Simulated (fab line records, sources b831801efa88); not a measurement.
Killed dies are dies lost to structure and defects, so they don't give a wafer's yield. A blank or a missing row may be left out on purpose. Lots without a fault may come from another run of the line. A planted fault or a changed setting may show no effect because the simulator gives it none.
fab line records | flow sky130 | part 2 of 2: steps 30 to 39 of 39
record lots=5 wafers=15 last_day=50
route steps=708 shown METAL1@452 VIA1@458 METAL2@483
lots that met no fault: from a run of the same line without faults
start_h: hours from the record's first day to the start of the lot's first wafer shown | wait_h: hours since the lot's step before | " the same as in the row above | L1.1+2: a row that stands for several wafers | - no value, or no start given | * or withheld: withheld | < > ~ a bound
route shown NAME@n: a module of which the file shows steps, and the number in the route of the first | usual: mean/standard deviation of fault-free wafers | same: alike in all rows | chamber/n: place in a boat | sites: the reading at each site | _std_site: their standard deviation | _edge_site: outer sites' mean less inner sites' | radius_mm: how far each site lies from the wafer's centre | mask NAME#n: copy n | behind: the tool/chamber that last shaped the wafer | hold: why the lot was held/for how many hours/how that ended | device: the transistor (n, p or np) that didn't switch | end of line: the same wafers' tests at the end of the route | a step without rows: its recipe alone | killed: dies lost to structure and defects at the first sort, not the wafer's yield | map: a wafer's dies, x killed, . not, _ none there
set.NAME: the setting as run; set.NAME@STEP: as run at that earlier step | model.NAME: the simulator's own value behind a step, which no gauge read
lots at some steps of the route; a table a step, a row a wafer
services: from which hour (start_h, from the record's first day; less than 0 if before it) a tool's chamber was out of use, for how many hours, and why
## steps
# step SKY_VIA1_THK_MEAS_23
# recipe thk_meas_gauge=xrf reads=W_of_VIA1_CVD_21
# usual VIA1_W_THK=278/4.4
# columns lot.wafer tool chamber start_h wait_h VIA1_W_THK[nm]
L081.4 film_metro-02 - 864.25 0.1 279
L081.5 " - " " 278
L081.6 " - " " 275
L084.2 film_metro-02 - 890.12 0.1 278
L084.3 " - " " 283
L084.5 " - " " 285
L089.3 film_metro-04 - 930.09 0.1 273
L089.4 " - " " 276
L089.6 " - " " 273
L092.2 film_metro-04 - 943.40 0.1 274
L092.3 " - " " 277
L092.4 " - " " 276
L094.1 film_metro-02 - 960.61 0.1 276
L094.5 " - " " 276
L094.6 " - " " 278
# step SKY_VIA1_CMP_24
# recipe stop_on=SiO2 t_overpolish_s=15 down_force_psi=3.5 platen_rpm=60 target_thk_nm=0 pad_velocity_m_s=0.94248
# usual edge_zone_pressure_frac=1.000/0.0052 motor_current_A=10.8/1.2 overpolish_run_s=15.000/0.0096 time_to_endpoint_s=66/4.1
# columns lot.wafer tool chamber start_h wait_h edge_zone_pressure_frac motor_current_A overpolish_run_s time_to_endpoint_s
L081.4 cmp-02 3 864.28 0.0 0.995 10.8 14.992 67
L081.6 " 3 " " 0.997 11.5 14.994 67
L081.5 " 0 " " 1.001 9.7 15.006 59
L084.3 cmp-01 1 890.17 0.0 0.992 10.9 15.004 67
L084.2 " 2 " " 1.004 10.2 14.990 65
L084.5 " 2 " " 1.006 9.5 14.999 62
L089.3 cmp-02 1 930.13 0.0 0.998 11.3 15.001 57
L089.4 " 2 " " 1.014 11.3 15.007 65
L089.6 " 1 " " 1.002 11.1 14.999 59
L092.3 cmp-01 3 943.45 0.0 1.008 10.3 14.990 68
L092.4 " 0 " " 0.998 13.9 15.006 65
L092.2 " 2 " " 0.995 10.0 14.998 62
L094.1 cmp-02 3 960.82 0.2 1.004 10.7 15.001 74
L094.6 " 0 " " 0.998 9.1 14.998 67
L094.5 " 1 " " 0.983 11.2 15.007 67
# step SKY_METAL2_SPUTTER_00
# recipe material=Ti target_thk_nm=15 power_w=3000 time_s=10 chamber_pressure_pa=0.4
# usual throttle_valve_pct=30.0/0.82
# columns lot.wafer tool chamber start_h wait_h throttle_valve_pct
L081.4 pvd_sputter-01 - 864.58 0.2 31.4
L081.5 " - " " 29.8
L081.6 " - " " 31.3
L084.2 pvd_sputter-03 - 890.47 0.2 30.1
L084.3 " - " " 28.9
L084.5 " - " " 28.7
L089.3 pvd_sputter-03 - 930.43 0.2 30.2
L089.4 " - " " 29.4
L089.6 " - " " 29.9
L092.2 pvd_sputter-03 - 943.75 0.1 29.1
L092.3 " - " " 29.5
L092.4 " - " " 29.9
L094.1 pvd_sputter-04 - 960.97 0.1 29.4
L094.5 " - " " 30.0
L094.6 " - " " 29.3
# step SKY_METAL2_SPUTTER_01
# recipe material=TiN target_thk_nm=20 power_w=6500 time_s=16.7 chamber_pressure_pa=0.4
# usual throttle_valve_pct=30.0/0.83
# columns lot.wafer tool chamber start_h wait_h throttle_valve_pct
L081.4 pvd_sputter-01 - 864.60 0.0 31.4
L081.5 " - " " 29.5
L081.6 " - " " 31.3
L084.2 pvd_sputter-03 - 890.49 0.0 29.7
L084.3 " - " " 28.5
L084.5 " - " " 28.6
L089.3 pvd_sputter-03 - 930.45 0.0 29.8
L089.4 " - " " 29.4
L089.6 " - " " 30.1
L092.2 pvd_sputter-03 - 943.77 0.0 28.8
L092.3 " - " " 29.5
L092.4 " - " " 29.9
L094.1 pvd_sputter-04 - 960.99 0.0 29.0
L094.5 " - " " 30.6
L094.6 " - " " 29.3
# step SKY_METAL2_SPUTTER_02
# recipe material=AlCu target_thk_nm=250 power_w=10600 time_s=13.3 chamber_pressure_pa=0.4
# usual throttle_valve_pct=30.0/0.84
# columns lot.wafer tool chamber start_h wait_h throttle_valve_pct
L081.4 pvd_sputter-01 - 864.63 0.0 31.5
L081.5 " - " " 29.8
L081.6 " - " " 30.9
L084.2 pvd_sputter-03 - 890.52 0.0 29.7
L084.3 " - " " 28.5
L084.5 " - " " 28.7
L089.3 pvd_sputter-03 - 930.48 0.0 30.1
L089.4 " - " " 29.6
L089.6 " - " " 30.0
L092.2 pvd_sputter-03 - 943.80 0.0 28.6
L092.3 " - " " 29.5
L092.4 " - " " 29.7
L094.1 pvd_sputter-04 - 961.02 0.0 29.3
L094.5 " - " " 30.4
L094.6 " - " " 29.0
# step SKY_METAL2_SPUTTER_03
# recipe material=Ti target_thk_nm=5 power_w=3000 time_s=3.3 chamber_pressure_pa=0.4
# usual throttle_valve_pct=30.0/0.83
# columns lot.wafer tool chamber start_h wait_h throttle_valve_pct
L081.4 pvd_sputter-01 - 864.65 0.0 31.1
L081.5 " - " " 29.6
L081.6 " - " " 31.3
L084.2 pvd_sputter-03 - 890.54 0.0 29.9
L084.3 " - " " 28.5
L084.5 " - " " 28.7
L089.3 pvd_sputter-03 - 930.50 0.0 29.6
L089.4 " - " " 29.6
L089.6 " - " " 30.0
L092.2 pvd_sputter-03 - 943.82 0.0 28.4
L092.3 " - " " 29.4
L092.4 " - " " 29.7
L094.1 pvd_sputter-04 - 961.04 0.0 29.3
L094.5 " - " " 30.3
L094.6 " - " " 29.0
# step SKY_METAL2_SPUTTER_04
# recipe material=TiN target_thk_nm=70 power_w=6500 time_s=58.3 chamber_pressure_pa=0.4
# usual throttle_valve_pct=30.0/0.81
# columns lot.wafer tool chamber start_h wait_h throttle_valve_pct
L081.4 pvd_sputter-01 - 864.67 0.0 31.2
L081.5 " - " " 29.6
L081.6 " - " " 31.2
L084.2 pvd_sputter-03 - 890.56 0.0 29.8
L084.3 " - " " 28.6
L084.5 " - " " 28.9
L089.3 pvd_sputter-03 - 930.52 0.0 29.7
L089.4 " - " " 29.5
L089.6 " - " " 29.7
L092.2 pvd_sputter-03 - 943.84 0.0 28.9
L092.3 " - " " 29.3
L092.4 " - " " 30.0
L094.1 pvd_sputter-04 - 961.06 0.0 29.2
L094.5 " - " " 30.0
L094.6 " - " " 29.3
# step SKY_METAL2_RS_MEAS_05
# recipe thk_meas_gauge=four-point-probe reads=TiN_of_METAL2_SPUTTER_04+Ti_of_METAL2_SPUTTER_03+AlCu_of_METAL2_SPUTTER_02+TiN_of_METAL2_SPUTTER_01+Ti_of_METAL2_SPUTTER_00
# usual METAL2_ALCU_RS=0.1275/0.002
# columns lot.wafer tool chamber start_h wait_h METAL2_ALCU_RS[ohm/sq]
L081.4 film_metro-04 - 864.78 0.1 0.1266
L081.5 " - " " 0.1304
L081.6 " - " " 0.1273
L084.2 film_metro-02 - 890.63 0.0 0.1294
L084.3 " - " " 0.1260
L084.5 " - " " 0.1263
L089.3 film_metro-02 - 930.61 0.1 0.1292
L089.4 " - " " 0.1283
L089.6 " - " " 0.1291
L092.2 film_metro-04 - 943.91 0.0 0.1294
L092.3 " - " " 0.1295
L092.4 " - " " 0.1268
L094.1 film_metro-04 - 961.11 0.0 0.1264
L094.5 " - " " 0.1239
L094.6 " - " " 0.1266
# step SKY_METAL2_THK_MEAS_06
# recipe thk_meas_gauge=xrf reads=AlCu_of_METAL2_SPUTTER_02
# usual METAL2_ALCU_THK=250/4.1
# columns lot.wafer tool chamber start_h wait_h METAL2_ALCU_THK[nm]
L081.4 film_metro-04 - 864.87 0.1 252
L081.5 " - " " 245
L081.6 " - " " 250
L084.2 film_metro-02 - 890.74 0.1 249
L084.3 " - " " 255
L084.5 " - " " 254
L089.3 film_metro-02 - 930.71 0.1 247
L089.4 " - " " 248
L089.6 " - " " 248
L092.2 film_metro-04 - 944.02 0.1 247
L092.3 " - " " 247
L092.4 " - " " 252
L094.1 film_metro-04 - 961.23 0.1 252
L094.5 " - " " 258
L094.6 " - " " 253
# step SKY_METAL2_DEHYDRATE_07
# recipe temp_c=200 time_s=60
# columns lot.wafer tool chamber start_h wait_h
L081.4+5+6 litho_track-01 0 877.31 12.4
L084.2+3+5 litho_track-02 0 903.01 12.3
L089.3+4+6 litho_track-01 0 943.33 12.6
L092.2+3+4 litho_track-04 0 954.85 10.8
L094.1+5+6 litho_track-01 0 972.88 11.6
## services
# columns tool chamber start_h hours kind
plasma_asher-03 - 817.45 2.9 repair
wet_bench-03 - 825.93 1.9 repair
rie_metal-01 - 832.78 0.2 repair
cmp-02 - 838.63 3.8 pm
rie_metal-04 1 845.03 5.6 repair
rie_diel-04 2 853.61 1.9 repair
rie_diel-04 - 854.91 2.8 pm
wet_bench-02 - 856.77 3.8 repair
pvd_sputter-04 - 866.49 1.7 repair
plasma_asher-02 - 879.25 14.6 pm
rie_diel-04 - 891.22 28.1 pm
rie_metal-01 - 896.53 1.4 pm
plasma_asher-02 - 900.74 1.3 repair
cvd_w-02 - 904.00 14.0 pm
pvd_sputter-04 - 908.70 1.4 repair
pvd_sputter-03 - 911.46 1.9 repair
pvd_sputter-04 - 911.85 1.4 repair
rie_diel-04 3 920.42 4.7 repair
rie_diel-04 2 922.62 1.8 repair
rie_metal-04 - 933.44 26.7 repair
cmp-02 - 936.58 9.3 repair
rie_diel-04 3 943.15 21.8 repair
wet_bench-02 - 951.51 2.1 repair
rie_diel-04 3 965.27 2.7 repair
